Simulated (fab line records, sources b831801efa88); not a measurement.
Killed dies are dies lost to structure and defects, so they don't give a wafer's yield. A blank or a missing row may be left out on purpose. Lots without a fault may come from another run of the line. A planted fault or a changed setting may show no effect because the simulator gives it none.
Problem report in the 8D (eight disciplines) form, filled by code | flow sky130 | the parts of the form that need people (team, actions taken, sign-off) are left out

1. THE PROBLEM
cathode_dc_power_W at SKY_METAL2_SPUTTER_03 reads a mean of 3248.7 W on 6 wafers of 2 lots; wafers without a fault read 3000.1 W with a standard deviation of 0.52. That is +99 or more standard deviations from the usual mean.
The step: material Ti, target thk 5 nm, time 3.3 s.
First seen on wafer L325.2, day 38 11:32, on pvd_sputter-04. The record holds 36 wafers of 12 lots with a number at this step. Rule for "out", or "out of limits": more than 4 standard deviations from the usual mean. The other wafers with a number count as sound.

2. WHAT IT IS AND WHAT IT IS NOT
question                    | is                     | is not
which readings at this step | cathode_dc_power_W     | throttle_valve_pct
which lots                  | L325, L330             | L312, L313, L314, L316, L317, L318, L319, L322, L332, L333
which wafers of those lots  | all that have a number | -
read on which tools         | pvd_sputter-04         | pvd_sputter-02, pvd_sputter-03
when                        | from day 38 11:32      | up to then (24 sound wafers); but 6 sound wafers of L332, L333 came after

3. SUSPECTS, AND WHAT RULES EACH OUT
Counting: a tool at a process step up to the reading stays a suspect if it ran every lot that is out and no sound lot after the first of them.
- pvd_sputter-04 at SKY_METAL2_SPUTTER_03 (material Ti, target thk 5 nm, time 3.3 s): ruled out as a lasting fault. Sound lots L333 ran on it after its first lot that is out, L325 (day 38 11:32).
Left after counting: nothing in the record.

4. THE CAUSE (what the simulator had put in)
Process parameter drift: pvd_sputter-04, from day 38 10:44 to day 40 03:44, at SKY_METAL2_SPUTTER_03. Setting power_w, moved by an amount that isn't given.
Counting ruled it out, wrongly.

5. THE CHAIN OF EFFECTS, in route order
Each row: a reading whose mean over the struck wafers that have a number lies more than 3 standard deviations from the usual. Only readings for which the record gives a usual standard deviation are gone through. hours: the time from each lot's start at the first step in this table that gives one to its start at this step, as a median over the lots. sigmas: the change in usual standard deviations.
hours | step                  | reading            | usual    | on struck wafers | change | sigmas
0     | SKY_METAL2_SPUTTER_03 | cathode_dc_power_W | 3000.1 W | 3248.7           | +248.6 | +99 or more
The process steps in it:
- SKY_METAL2_SPUTTER_03: material Ti, target thk 5 nm, time 3.3 s.
Later measuring or inspecting steps at which every struck wafer that the step has a row for has a number for every such reading, and none has moved that far: SKY_METAL2_CD_MEAS_15.

6. WHAT WOULD HAVE CAUGHT IT SOONER
In this record the first reading out of limits was taken at day 38 11:32, 1 hour after the fault began at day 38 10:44.
